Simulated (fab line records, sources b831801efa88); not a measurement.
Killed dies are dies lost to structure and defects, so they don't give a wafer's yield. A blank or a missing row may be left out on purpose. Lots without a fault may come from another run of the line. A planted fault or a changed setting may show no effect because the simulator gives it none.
Which tool did it? | flow sky130 | 12 lots, 36 wafers sampled, at 1 step of a route of 708

WHAT THE GAUGES READ, wafer by wafer
SKY_LI_CONTACT_THK_MEAS_01.
lot  | measured     | on            | LI_CONTACT_HDPCVD_THK (nm)
L075 | day 28 00:54 | film_metro-04 | 934 927 945
L077 | day 29 08:11 | film_metro-04 | 940 928 928
L079 | day 30 00:04 | film_metro-02 | 924 912 926
L081 | day 31 00:32 | film_metro-01 | 932 916 921
L083 | day 31 07:59 | film_metro-04 | 920 935 925
L085 | day 32 03:56 | film_metro-02 | 936 932 934
L087 | day 32 18:03 | film_metro-02 | 919 938 929
L090 | day 33 14:06 | film_metro-01 | 927 940 928
L091 | day 33 18:35 | film_metro-02 | 921 925 917
L093 | day 34 09:25 | film_metro-01 | 924 918 932
L094 | day 35 04:43 | film_metro-01 | 925 934 923
L096 | day 35 11:47 | film_metro-04 | 924 909 926

WHICH TOOL RAN EACH LOT (tool, then ch and the chambers of the sampled wafers, then the start)
The record holds no process step before these readings.

THE ANSWER, worked out from the rows above alone
Rule: what is usual is taken from the lots themselves. Put in order of their means at a reading, lots are off if they are a third of the lots or fewer, leave a main group of 4 or more, and stand apart from it by a gap of 3 or more times the standard deviation of the main group's means; of several such gaps the widest counts. A main group whose means are all the same, to the digits that the tables above print for the reading, isn't used. A lot without any number at a reading at which 4 lots or more have one is off too. The other lots that the step has rows for count as sound.
No lot is off at any reading shown: from this, nothing can be told.

WHAT THE SIMULATOR HAD PUT IN
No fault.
